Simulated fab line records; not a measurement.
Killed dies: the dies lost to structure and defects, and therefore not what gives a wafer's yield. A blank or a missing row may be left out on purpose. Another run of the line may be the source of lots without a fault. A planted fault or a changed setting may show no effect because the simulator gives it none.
fab line records :: flow sky130 :: part 2 of 2: steps 29 to 40 of 40
[record]
  lots = 5
  wafers = 15
  last-day = 49
route steps=708 shown CAP2M@612 METAL4@621 VIA4@639
lots that met no fault: taken from a fault-free run of the same line
start-h: hours from the record's first day to the start of the lot's first wafer shown :: wait-h: how many hours have passed since the lot's step before this one :: " identical to the entry in the row above :: L1.1+2: one row covering several wafers at once :: - no value, or no start given :: * or withheld: withheld :: < > ~ a bound
route shown NAME@n: names a module that has steps shown in the file, with the first one's number in the route :: usual: mean/standard deviation taken from wafers without a fault :: same: alike in all rows :: chamber/n: place in a boat :: sites: each site's reading :: _std_site: the values' standard deviation :: _edge_site: the outer-site mean with the inner-site mean subtracted :: radius-mm: how far each site lies from the wafer's centre :: mask NAME#n: copy n :: behind: the tool/chamber that last shaped the wafer :: hold: reason for holding the lot/hours on hold/outcome of the hold :: device: the transistor (n, p or np) that didn't switch :: end of line: tests run on the same wafers once the route is complete :: a step given without rows: its recipe and nothing more :: killed: dies that structure and defects cost at the first sort, which is not the same as the wafer's yield :: map: shows each die of a wafer: x if killed, . if not, _ if none is there
set.NAME: the setting the step ran with; set.NAME@STEP: the setting that earlier step ran with :: model.NAME: the simulator's own value behind a step, which no gauge read
lots at some steps of the route; a table a step, a row a wafer
services: the hour from which a tool's chamber was out of use, counted from the record's first day as start-h (under 0 if before that day), plus the number of hours and why
[[steps]]
[step SKY_VIA4_THK_MEAS_01]
[recipe]
  reads = SiO2_of_VIA4_HDPCVD_00
[usual]
  VIA4_HDPCVD_THK = 1770/18
lot.wafer: L076.2
tool: film-metro-03
chamber: -
start-h: 1002.26
wait-h: 0.1
VIA4_HDPCVD_THK[nm]: 1745

lot.wafer: L076.3
tool: film-metro-03
chamber: -
start-h: 1002.26
wait-h: 0.1
VIA4_HDPCVD_THK[nm]: 1761

lot.wafer: L076.6
tool: film-metro-03
chamber: -
start-h: 1002.26
wait-h: 0.1
VIA4_HDPCVD_THK[nm]: 1755

lot.wafer: L079.1
tool: film-metro-04
chamber: -
start-h: 1031.40
wait-h: 0.1
VIA4_HDPCVD_THK[nm]: 1752

lot.wafer: L079.2
tool: film-metro-04
chamber: -
start-h: 1031.40
wait-h: 0.1
VIA4_HDPCVD_THK[nm]: 1731

lot.wafer: L079.6
tool: film-metro-04
chamber: -
start-h: 1031.40
wait-h: 0.1
VIA4_HDPCVD_THK[nm]: 1797

lot.wafer: L088.1
tool: film-metro-02
chamber: -
start-h: 1082.19
wait-h: 0.1
VIA4_HDPCVD_THK[nm]: 1779

lot.wafer: L088.3
tool: film-metro-02
chamber: -
start-h: 1082.19
wait-h: 0.1
VIA4_HDPCVD_THK[nm]: 1752

lot.wafer: L088.4
tool: film-metro-02
chamber: -
start-h: 1082.19
wait-h: 0.1
VIA4_HDPCVD_THK[nm]: 1735

lot.wafer: L089.3
tool: film-metro-02
chamber: -
start-h: 1083.98
wait-h: 0.1
VIA4_HDPCVD_THK[nm]: 1741

lot.wafer: L089.4
tool: film-metro-02
chamber: -
start-h: 1083.98
wait-h: 0.1
VIA4_HDPCVD_THK[nm]: 1775

lot.wafer: L089.6
tool: film-metro-02
chamber: -
start-h: 1083.98
wait-h: 0.1
VIA4_HDPCVD_THK[nm]: 1750

lot.wafer: L091.2
tool: film-metro-04
chamber: -
start-h: 1091.75
wait-h: 0.1
VIA4_HDPCVD_THK[nm]: 1717

lot.wafer: L091.3
tool: film-metro-04
chamber: -
start-h: 1091.75
wait-h: 0.1
VIA4_HDPCVD_THK[nm]: 1770

lot.wafer: L091.6
tool: film-metro-04
chamber: -
start-h: 1091.75
wait-h: 0.1
VIA4_HDPCVD_THK[nm]: 1787
[step SKY_VIA4_CMP_02]
[recipe]
  material = SiO2
  down-force-psi = 4
  platen-rpm = 60
  pad-velocity-m-s = 0.94248
[usual]
  motor-current-A = 12.2/1.2
lot.wafer: L076.2
tool: cmp-01
chamber: 0
start-h: 1002.31
wait-h: 0.0
motor-current-A: 11.2

lot.wafer: L076.3
tool: cmp-01
chamber: 3
start-h: 1002.31
wait-h: 0.0
motor-current-A: 14.8

lot.wafer: L076.6
tool: cmp-01
chamber: 0
start-h: 1002.31
wait-h: 0.0
motor-current-A: 11.0

lot.wafer: L079.2
tool: cmp-02
chamber: 0
start-h: 1031.56
wait-h: 0.1
motor-current-A: 10.4

lot.wafer: L079.1
tool: cmp-02
chamber: 1
start-h: 1031.56
wait-h: 0.1
motor-current-A: 12.8

lot.wafer: L079.6
tool: cmp-02
chamber: 2
start-h: 1031.56
wait-h: 0.1
motor-current-A: 13.6

lot.wafer: L088.1
tool: cmp-01
chamber: 1
start-h: 1082.30
wait-h: 0.1
motor-current-A: 12.2

lot.wafer: L088.3
tool: cmp-01
chamber: 2
start-h: 1082.30
wait-h: 0.1
motor-current-A: 12.3

lot.wafer: L088.4
tool: cmp-01
chamber: 3
start-h: 1082.30
wait-h: 0.1
motor-current-A: 13.9

lot.wafer: L089.4
tool: cmp-02
chamber: 0
start-h: 1084.18
wait-h: 0.2
motor-current-A: 10.5

lot.wafer: L089.3
tool: cmp-02
chamber: 2
start-h: 1084.18
wait-h: 0.2
motor-current-A: 13.3

lot.wafer: L089.6
tool: cmp-02
chamber: 3
start-h: 1084.18
wait-h: 0.2
motor-current-A: 12.0

lot.wafer: L091.3
tool: cmp-01
chamber: 3
start-h: 1091.83
wait-h: 0.1
motor-current-A: 14.0

lot.wafer: L091.2
tool: cmp-01
chamber: 0
start-h: 1091.83
wait-h: 0.1
motor-current-A: 10.8

lot.wafer: L091.6
tool: cmp-01
chamber: 0
start-h: 1091.83
wait-h: 0.1
motor-current-A: 10.6
[step SKY_VIA4_BOW_MEAS_03]
[recipe]
  mode = bow
[usual]
  VIA4_BOW = 81/8.4
lot.wafer: L076.2
tool: film-metro-02
chamber: -
start-h: 1002.63
wait-h: 0.3
VIA4_BOW[um]: 96

lot.wafer: L076.3
tool: film-metro-02
chamber: -
start-h: 1002.63
wait-h: 0.3
VIA4_BOW[um]: 88

lot.wafer: L076.6
tool: film-metro-02
chamber: -
start-h: 1002.63
wait-h: 0.3
VIA4_BOW[um]: 87

lot.wafer: L079.1
tool: film-metro-02
chamber: -
start-h: 1031.76
wait-h: 0.1
VIA4_BOW[um]: 90

lot.wafer: L079.2
tool: film-metro-02
chamber: -
start-h: 1031.76
wait-h: 0.1
VIA4_BOW[um]: 101

lot.wafer: L079.6
tool: film-metro-02
chamber: -
start-h: 1031.76
wait-h: 0.1
VIA4_BOW[um]: 93

lot.wafer: L088.1
tool: film-metro-03
chamber: -
start-h: 1082.55
wait-h: 0.2
VIA4_BOW[um]: 89

lot.wafer: L088.3
tool: film-metro-03
chamber: -
start-h: 1082.55
wait-h: 0.2
VIA4_BOW[um]: 83

lot.wafer: L088.4
tool: film-metro-03
chamber: -
start-h: 1082.55
wait-h: 0.2
VIA4_BOW[um]: 86

lot.wafer: L089.3
tool: film-metro-03
chamber: -
start-h: 1084.47
wait-h: 0.1
VIA4_BOW[um]: 85

lot.wafer: L089.4
tool: film-metro-03
chamber: -
start-h: 1084.47
wait-h: 0.1
VIA4_BOW[um]: 76

lot.wafer: L089.6
tool: film-metro-03
chamber: -
start-h: 1084.47
wait-h: 0.1
VIA4_BOW[um]: 78

lot.wafer: L091.2
tool: film-metro-03
chamber: -
start-h: 1092.15
wait-h: 0.2
VIA4_BOW[um]: 76

lot.wafer: L091.3
tool: film-metro-03
chamber: -
start-h: 1092.15
wait-h: 0.2
VIA4_BOW[um]: 77

lot.wafer: L091.6
tool: film-metro-03
chamber: -
start-h: 1092.15
wait-h: 0.2
VIA4_BOW[um]: 86
[step SKY_VIA4_DEHYDRATE_04]
[recipe]
  temp-c = 200
  time-s = 60
lot.wafer: L076.2+3+6
tool: litho-track-01
chamber: 0
start-h: 1013.72
wait-h: 11.1

lot.wafer: L079.1+2+6
tool: litho-track-02
chamber: 0
start-h: 1041.38
wait-h: 9.6

lot.wafer: L088.1+3+4
tool: litho-track-02
chamber: 0
start-h: 1092.03
wait-h: 9.5

lot.wafer: L089.3+4+6
tool: litho-track-03
chamber: 0
start-h: 1094.00
wait-h: 9.5

lot.wafer: L091.2+3+6
tool: litho-track-03
chamber: 0
start-h: 1102.57
wait-h: 10.4
[step SKY_VIA4_HMDS_05]
[recipe]
  prime-time-s = 60
  prime-temp-c = 120
lot.wafer: L076.2+3+6
tool: litho-track-01
chamber: 0
start-h: 1013.87
wait-h: 0.1

lot.wafer: L079.1+2+6
tool: litho-track-02
chamber: 0
start-h: 1041.53
wait-h: 0.1

lot.wafer: L088.1+3+4
tool: litho-track-02
chamber: 0
start-h: 1092.18
wait-h: 0.1

lot.wafer: L089.3+4+6
tool: litho-track-03
chamber: 0
start-h: 1094.15
wait-h: 0.1

lot.wafer: L091.2+3+6
tool: litho-track-03
chamber: 0
start-h: 1102.72
wait-h: 0.1
[step SKY_VIA4_COAT_06]
[recipe]
  resist = NOVOLAK
  spin-rpm = 3000
  resist-thk-nm = 1140
lot.wafer: L076.2+3+6
tool: litho-track-01
chamber: 0
start-h: 1014.02
wait-h: 0.1

lot.wafer: L079.1+2+6
tool: litho-track-02
chamber: 0
start-h: 1041.68
wait-h: 0.1

lot.wafer: L088.1+3+4
tool: litho-track-02
chamber: 0
start-h: 1092.33
wait-h: 0.1

lot.wafer: L089.3+4+6
tool: litho-track-03
chamber: 0
start-h: 1094.30
wait-h: 0.1

lot.wafer: L091.2+3+6
tool: litho-track-03
chamber: 0
start-h: 1102.87
wait-h: 0.1
[step SKY_VIA4_SOFTBAKE_07]
[recipe]
  temp-c = 90
  time-s = 60
  resist = NOVOLAK
lot.wafer: L076.2+3+6
tool: litho-track-01
chamber: 0
start-h: 1014.17
wait-h: 0.1

lot.wafer: L079.1+2+6
tool: litho-track-02
chamber: 0
start-h: 1041.83
wait-h: 0.1

lot.wafer: L088.1+3+4
tool: litho-track-02
chamber: 0
start-h: 1092.48
wait-h: 0.1

lot.wafer: L089.3+4+6
tool: litho-track-03
chamber: 0
start-h: 1094.45
wait-h: 0.1

lot.wafer: L091.2+3+6
tool: litho-track-03
chamber: 0
start-h: 1103.02
wait-h: 0.1
[step SKY_VIA4_EXPOSE_08]
[recipe]
  mask-id = VIM4
  na = 0.6
  source-shape = conventional
  sigma-outer = 0.6
  polarization = unpolarized
  target-cd-nm = 800
  dose-mj = 132
[usual]
  exposure-dose-mJ-cm2 = 131.99/0.14
lot.wafer: L076.2
tool: iline-stepper-01
chamber: 0
start-h: -
wait-h: -
mask: VIM4#0
exposure-dose-mJ-cm2: 132.02

lot.wafer: L076.3
tool: iline-stepper-01
chamber: 0
start-h: -
wait-h: -
mask: VIM4#0
exposure-dose-mJ-cm2: 131.94

lot.wafer: L076.6
tool: iline-stepper-01
chamber: 0
start-h: -
wait-h: -
mask: VIM4#0
exposure-dose-mJ-cm2: 131.95

lot.wafer: L079.1
tool: iline-stepper-02
chamber: 0
start-h: -
wait-h: -
mask: VIM4#0
exposure-dose-mJ-cm2: 132.02

lot.wafer: L079.2
tool: iline-stepper-02
chamber: 0
start-h: -
wait-h: -
mask: VIM4#0
exposure-dose-mJ-cm2: 132.01

lot.wafer: L079.6
tool: iline-stepper-02
chamber: 0
start-h: -
wait-h: -
mask: VIM4#0
exposure-dose-mJ-cm2: 131.85

lot.wafer: L088.1
tool: iline-stepper-02
chamber: 0
start-h: -
wait-h: -
mask: VIM4#0
exposure-dose-mJ-cm2: 131.89

lot.wafer: L088.3
tool: iline-stepper-02
chamber: 0
start-h: -
wait-h: -
mask: VIM4#0
exposure-dose-mJ-cm2: 131.71

lot.wafer: L088.4
tool: iline-stepper-02
chamber: 0
start-h: -
wait-h: -
mask: VIM4#0
exposure-dose-mJ-cm2: 131.94

lot.wafer: L089.3
tool: iline-stepper-01
chamber: 0
start-h: -
wait-h: -
mask: VIM4#0
exposure-dose-mJ-cm2: 131.99

lot.wafer: L089.4
tool: iline-stepper-01
chamber: 0
start-h: -
wait-h: -
mask: VIM4#0
exposure-dose-mJ-cm2: 131.93

lot.wafer: L089.6
tool: iline-stepper-01
chamber: 0
start-h: -
wait-h: -
mask: VIM4#0
exposure-dose-mJ-cm2: 131.81

lot.wafer: L091.2
tool: iline-stepper-01
chamber: 0
start-h: -
wait-h: -
mask: VIM4#0
exposure-dose-mJ-cm2: 132.15

lot.wafer: L091.3
tool: iline-stepper-01
chamber: 0
start-h: -
wait-h: -
mask: VIM4#0
exposure-dose-mJ-cm2: 132.17

lot.wafer: L091.6
tool: iline-stepper-01
chamber: 0
start-h: -
wait-h: -
mask: VIM4#0
exposure-dose-mJ-cm2: 132.24
[step SKY_VIA4_PEB_09]
[recipe]
  temp-c = withheld
  time-s = *
  resist = NOVOLAK
lot.wafer: L076.2+3+6
tool: litho-track-03
chamber: 0
start-h: -
wait-h: -

lot.wafer: L079.1+2+6
tool: litho-track-03
chamber: 0
start-h: -
wait-h: -

lot.wafer: L088.1+3+4
tool: litho-track-02
chamber: 0
start-h: -
wait-h: -

lot.wafer: L089.3+4+6
tool: litho-track-03
chamber: 0
start-h: -
wait-h: -

lot.wafer: L091.2+3+6
tool: litho-track-02
chamber: 0
start-h: -
wait-h: -
[step SKY_VIA4_DEVELOP_10]
[recipe]
  resist = NOVOLAK
  developer = TMAH
  develop-time-s = 60
  dev-temp-c = 23
lot.wafer: L076.2+3+6
tool: litho-track-03
chamber: 0
start-h: 1024.82
wait-h: 0.1

lot.wafer: L079.1+2+6
tool: litho-track-03
chamber: 0
start-h: 1053.70
wait-h: 0.1

lot.wafer: L088.1+3+4
tool: litho-track-02
chamber: 0
start-h: 1103.08
wait-h: 0.1

lot.wafer: L089.3+4+6
tool: litho-track-03
chamber: 0
start-h: 1104.85
wait-h: 0.1

lot.wafer: L091.2+3+6
tool: litho-track-02
chamber: 0
start-h: 1112.56
wait-h: 0.1
[step SKY_VIA4_OVL_MEAS_11]
[usual]
  VIA4_OVL = 0.4/1.5
lot.wafer: L076.2
tool: overlay-02
chamber: -
start-h: 1024.95
wait-h: 0.1
VIA4_OVL[nm]: 0.7

lot.wafer: L076.3
tool: overlay-02
chamber: -
start-h: 1024.95
wait-h: 0.1
VIA4_OVL[nm]: 1.0

lot.wafer: L076.6
tool: overlay-02
chamber: -
start-h: 1024.95
wait-h: 0.1
VIA4_OVL[nm]: -1.2

lot.wafer: L079.1
tool: overlay-01
chamber: -
start-h: 1053.85
wait-h: 0.1
VIA4_OVL[nm]: 0.2

lot.wafer: L079.2
tool: overlay-01
chamber: -
start-h: 1053.85
wait-h: 0.1
VIA4_OVL[nm]: -0.9

lot.wafer: L079.6
tool: overlay-01
chamber: -
start-h: 1053.85
wait-h: 0.1
VIA4_OVL[nm]: 0.3

lot.wafer: L088.1
tool: overlay-02
chamber: -
start-h: 1103.23
wait-h: 0.1
VIA4_OVL[nm]: -0.9

lot.wafer: L088.3
tool: overlay-02
chamber: -
start-h: 1103.23
wait-h: 0.1
VIA4_OVL[nm]: -0.4

lot.wafer: L088.4
tool: overlay-02
chamber: -
start-h: 1103.23
wait-h: 0.1
VIA4_OVL[nm]: -0.8

lot.wafer: L089.3
tool: overlay-02
chamber: -
start-h: 1104.96
wait-h: 0.1
VIA4_OVL[nm]: 0.6

lot.wafer: L089.4
tool: overlay-02
chamber: -
start-h: 1104.96
wait-h: 0.1
VIA4_OVL[nm]: 3.3

lot.wafer: L089.6
tool: overlay-02
chamber: -
start-h: 1104.96
wait-h: 0.1
VIA4_OVL[nm]: 0.9

lot.wafer: L091.2
tool: overlay-02
chamber: -
start-h: 1112.69
wait-h: 0.1
VIA4_OVL[nm]: 1.1

lot.wafer: L091.3
tool: overlay-02
chamber: -
start-h: 1112.69
wait-h: 0.1
VIA4_OVL[nm]: 3.5

lot.wafer: L091.6
tool: overlay-02
chamber: -
start-h: 1112.69
wait-h: 0.1
VIA4_OVL[nm]: 2.3
[step SKY_VIA4_ETCH_12]
[recipe]
  target = SiO2
  chemistry = C4F8/O2/Ar
  stop-on = TiN
  mask-material = NOVOLAK
  source-w = 1500
  bias-w = 1200
  pressure-mtorr = 40
  c4f8-flow-sccm = withheld
  O2_flow_sccm = 6
  Ar_flow_sccm = 300
  time-s = withheld
  target-depth-a = 5800
[usual]
  oes-product-au = 0.925/0.0049
  rf-fwd-power-W = 1491/5.4
lot.wafer: L076.2
tool: rie-diel-01
chamber: 1
start-h: 1024.98
wait-h: 0.0
oes-product-au: 0.928
rf-fwd-power-W: 1487

lot.wafer: L076.3
tool: rie-diel-01
chamber: 2
start-h: 1024.98
wait-h: 0.0
oes-product-au: 0.928
rf-fwd-power-W: 1493

lot.wafer: L076.6
tool: rie-diel-01
chamber: 1
start-h: 1024.98
wait-h: 0.0
oes-product-au: 0.929
rf-fwd-power-W: 1487

lot.wafer: L079.1
tool: rie-diel-03
chamber: 2
start-h: 1053.88
wait-h: 0.0
oes-product-au: 0.924
rf-fwd-power-W: 1493

lot.wafer: L079.2
tool: rie-diel-03
chamber: 3
start-h: 1053.88
wait-h: 0.0
oes-product-au: 0.923
rf-fwd-power-W: 1489

lot.wafer: L079.6
tool: rie-diel-03
chamber: 3
start-h: 1053.88
wait-h: 0.0
oes-product-au: 0.936
rf-fwd-power-W: 1489

lot.wafer: L088.1
tool: rie-diel-01
chamber: 1
start-h: 1103.27
wait-h: 0.0
oes-product-au: 0.916
rf-fwd-power-W: 1491

lot.wafer: L088.3
tool: rie-diel-01
chamber: 2
start-h: 1103.27
wait-h: 0.0
oes-product-au: 0.928
rf-fwd-power-W: 1490

lot.wafer: L088.4
tool: rie-diel-01
chamber: 0
start-h: 1103.27
wait-h: 0.0
oes-product-au: 0.926
rf-fwd-power-W: 1485

lot.wafer: L089.3
tool: rie-diel-03
chamber: 0
start-h: 1104.98
wait-h: 0.0
oes-product-au: 0.926
rf-fwd-power-W: 1487

lot.wafer: L089.4
tool: rie-diel-03
chamber: 2
start-h: 1104.98
wait-h: 0.0
oes-product-au: 0.924
rf-fwd-power-W: 1490

lot.wafer: L089.6
tool: rie-diel-03
chamber: 2
start-h: 1104.98
wait-h: 0.0
oes-product-au: 0.923
rf-fwd-power-W: 1491

lot.wafer: L091.2
tool: rie-diel-04
chamber: 0
start-h: 1112.72
wait-h: 0.0
oes-product-au: 0.915
rf-fwd-power-W: 1474

lot.wafer: L091.3
tool: rie-diel-04
chamber: 2
start-h: 1112.72
wait-h: 0.0
oes-product-au: 0.919
rf-fwd-power-W: 1492

lot.wafer: L091.6
tool: rie-diel-04
chamber: 1
start-h: 1112.72
wait-h: 0.0
oes-product-au: 0.917
rf-fwd-power-W: 1491
[[services]]
tool: hdpcvd-02
chamber: 2
start-h: 948.84
hours: 15.1
kind: repair

tool: hdpcvd-02
chamber: -
start-h: 950.33
hours: 15.0
kind: pm

tool: krf-scanner-01
chamber: -
start-h: 955.25
hours: 0.4
kind: repair

tool: cmp-01
chamber: -
start-h: 956.73
hours: 0.9
kind: repair

tool: rie-metal-01
chamber: -
start-h: 967.61
hours: 2.8
kind: pm

tool: rie-metal-01
chamber: 0
start-h: 970.98
hours: 10.6
kind: repair

tool: cmp-01
chamber: -
start-h: 975.58
hours: 2.5
kind: repair

tool: iline-stepper-02
chamber: -
start-h: 979.60
hours: 2.1
kind: pm

tool: rie-diel-03
chamber: 1
start-h: 991.66
hours: 4.9
kind: repair

tool: plasma-asher-03
chamber: -
start-h: 994.13
hours: 20.8
kind: pm

tool: krf-scanner-01
chamber: -
start-h: 1007.50
hours: 3.6
kind: repair

tool: cmp-01
chamber: -
start-h: 1012.97
hours: 3.0
kind: repair

tool: plasma-asher-03
chamber: -
start-h: 1019.23
hours: 9.1
kind: repair

tool: krf-scanner-01
chamber: -
start-h: 1026.96
hours: 0.8
kind: pm

tool: cmp-01
chamber: -
start-h: 1033.90
hours: 1.7
kind: repair

tool: rie-diel-03
chamber: 0
start-h: 1052.87
hours: 6.0
kind: repair

tool: iline-stepper-02
chamber: -
start-h: 1053.76
hours: 1.7
kind: pm

tool: iline-stepper-02
chamber: -
start-h: 1060.91
hours: 1.4
kind: repair

tool: hdpcvd-02
chamber: -
start-h: 1073.25
hours: 1.4
kind: repair

tool: krf-scanner-01
chamber: -
start-h: 1077.61
hours: 1.0
kind: pm

tool: rie-diel-03
chamber: -
start-h: 1087.40
hours: 2.8
kind: pm

tool: krf-scanner-01
chamber: -
start-h: 1095.48
hours: 1.3
kind: pm

tool: iline-stepper-02
chamber: -
start-h: 1095.72
hours: 2.7
kind: repair

tool: rie-metal-04
chamber: -
start-h: 1105.64
hours: 2.8
kind: pm
